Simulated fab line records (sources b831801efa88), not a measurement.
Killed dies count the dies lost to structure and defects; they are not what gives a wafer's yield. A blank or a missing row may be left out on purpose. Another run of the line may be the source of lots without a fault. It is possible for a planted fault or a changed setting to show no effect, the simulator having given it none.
fab line records	flow sky130
record lots=24	wafers=72	last-day=51
route steps=708 shown LDD_HVN@274 RES_XHIGH@360 CAP2M@615 VIA4@642 METAL5@664
lots that met no fault: taken from a fault-free run of the same line
start-h: hours from the record's first day to the start of the lot's first wafer shown	wait-h: how many hours have passed since the lot's step before this one	" unchanged from the row above	L1.1+2: several wafers, shown together as one row	- no value, or no start was given	* or withheld: withheld	< > ~ a bound
route shown NAME@n: NAME is a module with steps in the file, n the number in the route of the first one	usual: the fault-free wafers' mean and standard deviation	same: alike in all rows	chamber/n: place in a boat	sites: readings site by site	_std_site: standard deviation of those values	_edge_site: inner sites' mean taken away from outer sites' mean	radius-mm: how far each site lies from the wafer's centre	mask NAME#n: copy n	behind: the tool/chamber that last shaped the wafer	hold: the reason the lot was held/the length of the hold in hours/how it ended	device: whichever transistor did not switch (one of n, p or np)	end of line: tests of these same wafers at the route's end	step lacking rows: just its recipe	killed: the dies lost at the first sort to structure and to defects; this is not the yield of the wafer	map: a wafer's dies, x killed, . not, _ none there
set.NAME: the setting that was run; set.NAME@STEP: the one run at that earlier step	model.NAME: the simulator's own value behind a step, which no gauge read
route steps across a sampled set of lots; one table per step, one row per wafer
services: from which hour (start-h, from the record's first day; less than 0 if before it) a tool's chamber was out of use, for how many hours, and why
## steps
# step SKY_LDD_HVN_OVL_MEAS_07
# usual LDD_HVN_OVL=-1.2/1.6
lot.wafer	tool	chamber	start-h	wait-h	LDD_HVN_OVL[nm]
L074.1	overlay-01	-	468.44	0.1	-0.9
L074.2	"	-	"	"	-0.9
L074.3	"	-	"	"	0.5
L075.3	overlay-02	-	478.46	0.1	2.2
L075.5	"	-	"	"	2.1
L075.6	"	-	"	"	2.0
L076.2	overlay-01	-	485.76	0.1	-3.2
L076.4	"	-	"	"	-2.5
L076.5	"	-	"	"	-1.7
L077.1	overlay-01	-	502.30	0.1	-2.9
L077.2	"	-	"	"	-0.5
L077.5	"	-	"	"	-3.0
L079.1	overlay-02	-	523.19	0.1	-0.1
L079.2	"	-	"	"	0.4
L079.5	"	-	"	"	-0.6
L080.1	overlay-01	-	523.49	0.1	-2.6
L080.2	"	-	"	"	0.0
L080.3	"	-	"	"	-1.1
L078.1	overlay-02	-	523.90	0.1	0.6
L078.4	"	-	"	"	-0.1
L078.6	"	-	"	"	2.0
L081.1	overlay-02	-	529.85	0.1	-1.9
L081.3	"	-	"	"	-1.8
L081.4	"	-	"	"	-0.1
L082.1	overlay-01	-	549.04	0.1	-1.5
L082.2	"	-	"	"	-1.7
L082.4	"	-	"	"	-2.1
L083.1	overlay-01	-	550.15	0.1	-3.6
L083.4	"	-	"	"	-1.2
L083.6	"	-	"	"	-3.3
L085.2	overlay-01	-	565.16	0.1	-1.4
L085.4	"	-	"	"	-2.4
L085.5	"	-	"	"	-1.2
L084.1	overlay-01	-	565.45	0.1	-4.5
L084.3	"	-	"	"	-4.7
L084.4	"	-	"	"	-4.5
L086.2	overlay-01	-	570.86	0.1	-1.2
L086.4	"	-	"	"	-0.3
L086.5	"	-	"	"	-1.7
L087.4	overlay-01	-	580.92	0.1	-1.6
L087.5	"	-	"	"	-0.8
L087.6	"	-	"	"	-4.0
L088.1	overlay-02	-	589.84	0.1	-1.4
L088.5	"	-	"	"	-1.3
L088.6	"	-	"	"	0.0
L089.1	overlay-02	-	600.34	0.1	-0.8
L089.5	"	-	"	"	-0.2
L089.6	"	-	"	"	-0.9
L090.2	overlay-02	-	609.66	0.1	2.2
L090.3	"	-	"	"	2.0
L090.4	"	-	"	"	1.1
L092.3	overlay-02	-	626.91	0.1	-2.8
L092.5	"	-	"	"	-0.9
L092.6	"	-	"	"	-1.9
L091.1	overlay-01	-	629.30	0.1	-1.0
L091.2	"	-	"	"	-0.5
L091.4	"	-	"	"	-0.5
L093.1	overlay-01	-	634.85	0.1	-1.3
L093.5	"	-	"	"	-1.3
L093.6	"	-	"	"	-2.1
L094.1	overlay-02	-	642.34	0.1	-0.1
L094.2	"	-	"	"	-4.1
L094.6	"	-	"	"	-2.2
L096.1	overlay-01	-	654.10	0.1	-2.4
L096.3	"	-	"	"	-1.6
L096.4	"	-	"	"	-2.0
L095.1	overlay-02	-	659.35	0.1	2.0
L095.2	"	-	"	"	1.5
L095.4	"	-	"	"	-1.1
L097.1	overlay-01	-	674.34	0.1	-2.3
L097.5	"	-	"	"	-0.5
L097.6	"	-	"	"	-2.4
# step SKY_SD_N_RS_MEAS_18
# recipe thk-meas-gauge=four-point-probe
# usual RES_XHIGH_RS=333.5/1.5
lot.wafer	tool	chamber	start-h	wait-h	RES_XHIGH_RS[ohm/sq]
L074.1	film-metro-03	-	652.13	0.1	333.7
L074.2	"	-	"	"	334.2
L074.3	"	-	"	"	335.0
L075.3	film-metro-01	-	664.51	0.1	332.5
L075.5	"	-	"	"	332.0
L075.6	"	-	"	"	331.5
L076.2	film-metro-04	-	668.50	0.1	332.2
L076.4	"	-	"	"	333.2
L076.5	"	-	"	"	333.5
L077.1	film-metro-03	-	684.38	0.1	333.6
L077.2	"	-	"	"	333.4
L077.5	"	-	"	"	333.4
L079.1	film-metro-03	-	704.89	0.1	333.6
L079.2	"	-	"	"	334.5
L079.5	"	-	"	"	333.5
L080.1	film-metro-01	-	705.49	0.1	336.8
L080.2	"	-	"	"	335.5
L080.3	"	-	"	"	335.2
L078.1	film-metro-03	-	705.73	0.1	333.8
L078.4	"	-	"	"	336.6
L078.6	"	-	"	"	334.1
L081.1	film-metro-01	-	708.23	0.1	333.1
L081.3	"	-	"	"	335.1
L081.4	"	-	"	"	333.9
L082.1	film-metro-03	-	728.79	0.1	333.2
L082.2	"	-	"	"	333.5
L082.4	"	-	"	"	335.4
L083.1	film-metro-01	-	731.94	0.1	334.2
L083.4	"	-	"	"	333.3
L083.6	"	-	"	"	332.9
L085.2	film-metro-03	-	740.46	0.1	333.9
L085.4	"	-	"	"	332.6
L085.5	"	-	"	"	333.4
L084.1	film-metro-01	-	744.69	0.1	334.6
L084.3	"	-	"	"	334.2
L084.4	"	-	"	"	332.7
L086.2	film-metro-01	-	748.10	0.1	331.8
L086.4	"	-	"	"	332.1
L086.5	"	-	"	"	331.2
L087.4	film-metro-01	-	759.30	0.1	332.5
L087.5	"	-	"	"	331.7
L087.6	"	-	"	"	331.6
L088.1	film-metro-03	-	765.29	0.1	332.0
L088.5	"	-	"	"	333.4
L088.6	"	-	"	"	332.5
L089.1	film-metro-04	-	775.23	0.1	332.1
L089.5	"	-	"	"	331.9
L089.6	"	-	"	"	333.0
L090.2	film-metro-03	-	783.75	0.1	335.5
L090.3	"	-	"	"	334.9
L090.4	"	-	"	"	335.1
L092.3	film-metro-04	-	799.37	0.1	331.7
L092.5	"	-	"	"	330.1
L092.6	"	-	"	"	330.6
L091.1	film-metro-04	-	803.44	0.1	331.4
L091.2	"	-	"	"	332.8
L091.4	"	-	"	"	333.3
L093.1	film-metro-04	-	804.49	0.1	334.6
L093.5	"	-	"	"	334.0
L093.6	"	-	"	"	334.0
L094.1	film-metro-04	-	815.24	0.1	333.0
L094.2	"	-	"	"	331.9
L094.6	"	-	"	"	332.6
L096.1	film-metro-04	-	822.55	0.1	334.9
L096.3	"	-	"	"	334.1
L096.4	"	-	"	"	332.4
L095.1	film-metro-03	-	829.53	0.1	336.4
L095.2	"	-	"	"	335.1
L095.4	"	-	"	"	335.9
L097.1	film-metro-01	-	843.58	0.1	332.2
L097.5	"	-	"	"	330.9
L097.6	"	-	"	"	331.8
# step SKY_CAP2M_OVL_MEAS_12
# usual CAP2M_OVL=0.0/1.4
lot.wafer	tool	chamber	start-h	wait-h	CAP2M_OVL[nm]
L074.1	overlay-02	-	963.49	0.1	-0.2
L074.2	"	-	"	"	-0.6
L074.3	"	-	"	"	0.9
L075.3	overlay-02	-	971.37	0.1	1.1
L075.5	"	-	"	"	2.4
L075.6	"	-	"	"	2.6
L076.2	overlay-02	-	975.50	0.1	-0.8
L076.4	"	-	"	"	2.2
L076.5	"	-	"	"	-1.2
L077.1	overlay-02	-	988.96	0.1	0.6
L077.2	"	-	"	"	-2.2
L077.5	"	-	"	"	-2.9
L079.1	overlay-01	-	1006.39	0.1	-1.1
L079.2	"	-	"	"	-2.6
L079.5	"	-	"	"	-1.7
L080.1	overlay-02	-	1006.56	0.1	-2.0
L080.2	"	-	"	"	1.3
L080.3	"	-	"	"	-1.0
L078.1	overlay-01	-	1007.04	0.1	0.1
L078.4	"	-	"	"	-1.4
L078.6	"	-	"	"	-1.2
L081.1	overlay-01	-	1010.66	0.1	-1.8
L081.3	"	-	"	"	-0.4
L081.4	"	-	"	"	-0.9
L082.1	overlay-01	-	1028.66	0.1	0.5
L082.2	"	-	"	"	0.6
L082.4	"	-	"	"	-0.4
L083.1	overlay-01	-	1030.41	0.1	-0.4
L083.4	"	-	"	"	-1.3
L083.6	"	-	"	"	1.0
L085.2	overlay-02	-	1035.66	0.1	0.5
L085.4	"	-	"	"	1.2
L085.5	"	-	"	"	-0.6
L084.1	overlay-02	-	1041.56	0.1	1.6
L084.3	"	-	"	"	0.3
L084.4	"	-	"	"	1.2
L086.2	overlay-02	-	1046.00	0.1	0.5
L086.4	"	-	"	"	0.6
L086.5	"	-	"	"	-1.3
L087.4	overlay-01	-	1053.51	0.1	0.3
L087.5	"	-	"	"	0.7
L087.6	"	-	"	"	0.8
L088.1	overlay-01	-	1057.14	0.1	-0.6
L088.5	"	-	"	"	-3.3
L088.6	"	-	"	"	-0.5
L089.1	overlay-02	-	1066.34	0.1	1.4
L089.5	"	-	"	"	1.0
L089.6	"	-	"	"	1.0
L090.2	overlay-02	-	1071.22	0.1	0.1
L090.3	"	-	"	"	0.0
L090.4	"	-	"	"	-0.1
L092.3	overlay-02	-	1083.22	0.1	3.8
L092.5	"	-	"	"	2.5
L092.6	"	-	"	"	2.0
L091.1	overlay-01	-	1088.80	0.1	-1.4
L091.2	"	-	"	"	0.0
L091.4	"	-	"	"	3.0
L093.1	overlay-01	-	1089.10	0.1	-1.9
L093.5	"	-	"	"	-1.2
L093.6	"	-	"	"	0.5
L094.1	overlay-02	-	1096.50	0.1	0.5
L094.2	"	-	"	"	0.7
L094.6	"	-	"	"	2.3
L096.1	overlay-01	-	1103.24	0.1	-0.5
L096.3	"	-	"	"	0.6
L096.4	"	-	"	"	1.0
L095.1	overlay-01	-	1107.75	0.1	-1.7
L095.2	"	-	"	"	-2.0
L095.4	"	-	"	"	-1.6
L097.1	overlay-02	-	1118.15	0.1	1.1
L097.5	"	-	"	"	0.7
L097.6	"	-	"	"	0.5
# step SKY_VIA4_BOW_MEAS_03
# recipe mode=bow
# usual VIA4_BOW=80/8.7
lot.wafer	tool	chamber	start-h	wait-h	VIA4_BOW[um]
L074.1	film-metro-04	-	988.96	0.1	69
L074.2	"	-	"	"	71
L074.3	"	-	"	"	75
L075.3	film-metro-04	-	997.42	0.3	82
L075.5	"	-	"	"	83
L075.6	"	-	"	"	66
L076.2	film-metro-01	-	1001.71	0.2	91
L076.4	"	-	"	"	88
L076.5	"	-	"	"	102
L077.1	film-metro-02	-	1014.18	0.2	77
L077.2	"	-	"	"	89
L077.5	"	-	"	"	74
L079.1	film-metro-02	-	1031.76	0.1	83
L079.2	"	-	"	"	81
L079.5	"	-	"	"	87
L080.1	film-metro-01	-	1032.38	0.1	74
L080.2	"	-	"	"	84
L080.3	"	-	"	"	93
L078.1	film-metro-01	-	1033.64	0.2	92
L078.4	"	-	"	"	82
L078.6	"	-	"	"	87
L081.1	film-metro-02	-	1036.16	0.2	71
L081.3	"	-	"	"	80
L081.4	"	-	"	"	74
L082.1	film-metro-02	-	1053.93	0.3	75
L082.2	"	-	"	"	92
L082.4	"	-	"	"	84
L083.1	film-metro-04	-	1054.94	0.3	61
L083.4	"	-	"	"	71
L083.6	"	-	"	"	86
L085.2	film-metro-01	-	1061.20	0.2	79
L085.4	"	-	"	"	82
L085.5	"	-	"	"	89
L084.1	film-metro-01	-	1066.28	0.2	83
L084.3	"	-	"	"	82
L084.4	"	-	"	"	85
L086.2	film-metro-02	-	1070.56	0.2	72
L086.4	"	-	"	"	80
L086.5	"	-	"	"	77
L087.4	film-metro-02	-	1077.33	0.2	84
L087.5	"	-	"	"	84
L087.6	"	-	"	"	76
L088.1	film-metro-02	-	1080.85	0.1	68
L088.5	"	-	"	"	67
L088.6	"	-	"	"	78
L089.1	film-metro-02	-	1090.08	0.2	85
L089.5	"	-	"	"	76
L089.6	"	-	"	"	70
L090.2	film-metro-01	-	1094.48	0.1	62
L090.3	"	-	"	"	76
L090.4	"	-	"	"	76
L092.3	film-metro-02	-	1106.41	0.3	75
L092.5	"	-	"	"	74
L092.6	"	-	"	"	59
L091.1	film-metro-02	-	1111.38	0.2	84
L091.2	"	-	"	"	80
L091.4	"	-	"	"	83
L093.1	film-metro-01	-	1113.53	0.2	67
L093.5	"	-	"	"	97
L093.6	"	-	"	"	79
L094.1	film-metro-04	-	1119.18	0.1	80
L094.2	"	-	"	"	88
L094.6	"	-	"	"	68
L096.1	film-metro-04	-	1125.77	0.1	80
L096.3	"	-	"	"	88
L096.4	"	-	"	"	81
L095.1	film-metro-02	-	1130.51	0.2	84
L095.2	"	-	"	"	83
L095.4	"	-	"	"	77
L097.1	film-metro-01	-	1140.43	0.1	87
L097.5	"	-	"	"	92
L097.6	"	-	"	"	96
# step SKY_METAL5_SPUTTER_03
# recipe material=Ti	target-thk-nm=5	power-w=3000	time-s=3.3	chamber-pressure-pa=0.4
# usual throttle-valve-pct=29.9/1.2
lot.wafer	tool	chamber	start-h	wait-h	throttle-valve-pct
L074.1	pvd-sputter-02	-	1013.30	0.0	30.1
L074.2	"	-	"	"	31.3
L074.3	"	-	"	"	29.3
L075.3	pvd-sputter-02	-	1022.52	0.0	27.4
L075.5	"	-	"	"	29.9
L075.6	"	-	"	"	27.3
L076.2	pvd-sputter-02	-	1025.72	0.0	31.3
L076.4	"	-	"	"	30.2
L076.5	"	-	"	"	27.5
L077.1	pvd-sputter-04	-	1038.66	0.0	30.2
L077.2	"	-	"	"	28.6
L077.5	"	-	"	"	30.6
L079.1	pvd-sputter-03	-	1055.47	0.0	31.3
L079.2	"	-	"	"	28.6
L079.5	"	-	"	"	30.2
L080.1	pvd-sputter-04	-	1056.61	0.0	30.6
L080.2	"	-	"	"	29.6
L080.3	"	-	"	"	28.3
L078.1	pvd-sputter-02	-	1058.66	0.0	29.9
L078.4	"	-	"	"	31.4
L078.6	"	-	"	"	31.4
L081.1	pvd-sputter-04	-	1060.11	0.0	29.6
L081.3	"	-	"	"	30.3
L081.4	"	-	"	"	30.5
L082.1	pvd-sputter-04	-	1076.37	0.0	30.3
L082.2	"	-	"	"	28.8
L082.4	"	-	"	"	29.9
L083.1	pvd-sputter-02	-	1077.46	0.0	30.2
L083.4	"	-	"	"	27.5
L083.6	"	-	"	"	31.4
L085.2	pvd-sputter-03	-	1083.07	0.0	28.6
L085.4	"	-	"	"	29.8
L085.5	"	-	"	"	28.6
L084.1	pvd-sputter-04	-	1089.60	0.0	29.7
L084.3	"	-	"	"	29.1
L084.4	"	-	"	"	30.5
L086.2	pvd-sputter-03	-	1093.42	0.0	29.9
L086.4	"	-	"	"	31.3
L086.5	"	-	"	"	28.6
L087.4	pvd-sputter-02	-	1100.06	0.0	31.7
L087.5	"	-	"	"	29.5
L087.6	"	-	"	"	31.9
L088.1	pvd-sputter-04	-	1102.79	0.0	29.9
L088.5	"	-	"	"	30.2
L088.6	"	-	"	"	30.9
L089.1	pvd-sputter-03	-	1112.45	0.0	31.2
L089.5	"	-	"	"	31.4
L089.6	"	-	"	"	30.0
L090.2	pvd-sputter-02	-	1115.95	0.0	30.1
L090.3	"	-	"	"	29.1
L090.4	"	-	"	"	27.5
L092.3	pvd-sputter-04	-	1128.15	0.0	30.7
L092.5	"	-	"	"	28.7
L092.6	"	-	"	"	30.5
L091.1	pvd-sputter-02	-	1133.30	0.0	31.5
L091.2	"	-	"	"	30.1
L091.4	"	-	"	"	27.3
L093.1	pvd-sputter-02	-	1135.00	0.0	31.5
L093.5	"	-	"	"	29.9
L093.6	"	-	"	"	27.2
L094.1	pvd-sputter-03	-	1140.92	0.0	31.4
L094.2	"	-	"	"	30.0
L094.6	"	-	"	"	31.4
L096.1	pvd-sputter-02	-	1146.39	0.0	29.9
L096.3	"	-	"	"	27.3
L096.4	"	-	"	"	27.2
L095.1	pvd-sputter-03	-	1150.45	0.0	28.5
L095.2	"	-	"	"	31.4
L095.4	"	-	"	"	30.1
L097.1	pvd-sputter-04	-	1159.91	0.0	29.3
L097.5	"	-	"	"	28.9
L097.6	"	-	"	"	30.7
# step SKY_METAL5_RS_MEAS_05
# recipe thk-meas-gauge=four-point-probe	reads=TiN_of_METAL5_SPUTTER_04+Ti_of_METAL5_SPUTTER_03+AlCu_of_METAL5_SPUTTER_02+TiN_of_METAL5_SPUTTER_01+Ti_of_METAL5_SPUTTER_00
# usual METAL5_ALCU_RS=0.0271/0.00031
lot.wafer	tool	chamber	start-h	wait-h	METAL5_ALCU_RS[ohm/sq]
L074.1	film-metro-03	-	1013.37	0.0	0.0270
L074.2	"	-	"	"	0.0271
L074.3	"	-	"	"	0.0270
L075.3	film-metro-03	-	1022.62	0.1	0.0269
L075.5	"	-	"	"	0.0267
L075.6	"	-	"	"	0.0267
L076.2	film-metro-01	-	1025.81	0.0	0.0270
L076.4	"	-	"	"	0.0268
L076.5	"	-	"	"	0.0271
L077.1	film-metro-02	-	1038.73	0.0	0.0274
L077.2	"	-	"	"	0.0269
L077.5	"	-	"	"	0.0274
L079.1	film-metro-02	-	1055.53	0.0	0.0272
L079.2	"	-	"	"	0.0268
L079.5	"	-	"	"	0.0268
L080.1	film-metro-03	-	1056.68	0.0	0.0277
L080.2	"	-	"	"	0.0275
L080.3	"	-	"	"	0.0274
L078.1	film-metro-02	-	1058.73	0.0	0.0263
L078.4	"	-	"	"	0.0269
L078.6	"	-	"	"	0.0268
L081.1	film-metro-02	-	1060.17	0.0	0.0276
L081.3	"	-	"	"	0.0280
L081.4	"	-	"	"	0.0274
L082.1	film-metro-01	-	1076.44	0.0	0.0273
L082.2	"	-	"	"	0.0271
L082.4	"	-	"	"	0.0274
L083.1	film-metro-03	-	1077.53	0.0	0.0264
L083.4	"	-	"	"	0.0267
L083.6	"	-	"	"	0.0269
L085.2	film-metro-02	-	1083.16	0.0	0.0265
L085.4	"	-	"	"	0.0266
L085.5	"	-	"	"	0.0268
L084.1	film-metro-03	-	1089.67	0.0	0.0272
L084.3	"	-	"	"	0.0270
L084.4	"	-	"	"	0.0273
L086.2	film-metro-03	-	1093.51	0.0	0.0267
L086.4	"	-	"	"	0.0268
L086.5	"	-	"	"	0.0269
L087.4	film-metro-03	-	1100.18	0.1	0.0273
L087.5	"	-	"	"	0.0269
L087.6	"	-	"	"	0.0276
L088.1	film-metro-01	-	1102.85	0.0	0.0273
L088.5	"	-	"	"	0.0273
L088.6	"	-	"	"	0.0273
L089.1	film-metro-02	-	1112.51	0.0	0.0271
L089.5	"	-	"	"	0.0271
L089.6	"	-	"	"	0.0268
L090.2	film-metro-02	-	1116.03	0.0	0.0266
L090.3	"	-	"	"	0.0266
L090.4	"	-	"	"	0.0268
L092.3	film-metro-03	-	1128.25	0.1	0.0270
L092.5	"	-	"	"	0.0270
L092.6	"	-	"	"	0.0272
L091.1	film-metro-02	-	1133.36	0.0	0.0273
L091.2	"	-	"	"	0.0269
L091.4	"	-	"	"	0.0272
L093.1	film-metro-03	-	1135.06	0.0	0.0274
L093.5	"	-	"	"	0.0269
L093.6	"	-	"	"	0.0272
L094.1	film-metro-03	-	1140.99	0.0	0.0273
L094.2	"	-	"	"	0.0272
L094.6	"	-	"	"	0.0271
L096.1	film-metro-03	-	1146.46	0.0	0.0273
L096.3	"	-	"	"	0.0277
L096.4	"	-	"	"	0.0273
L095.1	film-metro-03	-	1150.52	0.0	0.0268
L095.2	"	-	"	"	0.0273
L095.4	"	-	"	"	0.0269
L097.1	film-metro-03	-	1159.97	0.0	0.0268
L097.5	"	-	"	"	0.0270
L097.6	"	-	"	"	0.0273
## services
tool	chamber	start-h	hours	kind
pvd-sputter-02	0	995.26	-	consumable-replace:kit
pvd-sputter-02	0	995.26	18.0	scheduled-down
pvd-sputter-02	0	995.26	18.0	vent-cycle
pvd-sputter-02	-	997.58	3.0	repair
pvd-sputter-03	-	1000.23	11.2	repair
pvd-sputter-04	-	1010.21	1.1	repair
pvd-sputter-03	-	1010.42	7.7	repair
pvd-sputter-03	-	1017.47	2.0	repair
pvd-sputter-04	-	1039.13	1.6	repair
pvd-sputter-04	1	1060.17	-	consumable-replace:kit
pvd-sputter-04	1	1060.17	18.0	scheduled-down
pvd-sputter-04	1	1060.17	18.0	vent-cycle
pvd-sputter-02	-	1062.33	14.3	repair
pvd-sputter-02	-	1078.97	2.5	repair
pvd-sputter-03	1	1118.98	-	consumable-replace:kit
pvd-sputter-03	1	1118.98	18.0	scheduled-down
pvd-sputter-03	1	1118.98	18.0	vent-cycle
pvd-sputter-02	3	1140.56	-	consumable-replace:kit
pvd-sputter-02	3	1140.56	18.0	scheduled-down
pvd-sputter-02	3	1140.56	18.0	vent-cycle
pvd-sputter-04	0	1146.54	-	consumable-replace:kit
pvd-sputter-04	0	1146.54	18.0	scheduled-down
pvd-sputter-04	0	1146.54	18.0	vent-cycle
pvd-sputter-02	-	1154.98	3.2	repair
## key
fault none
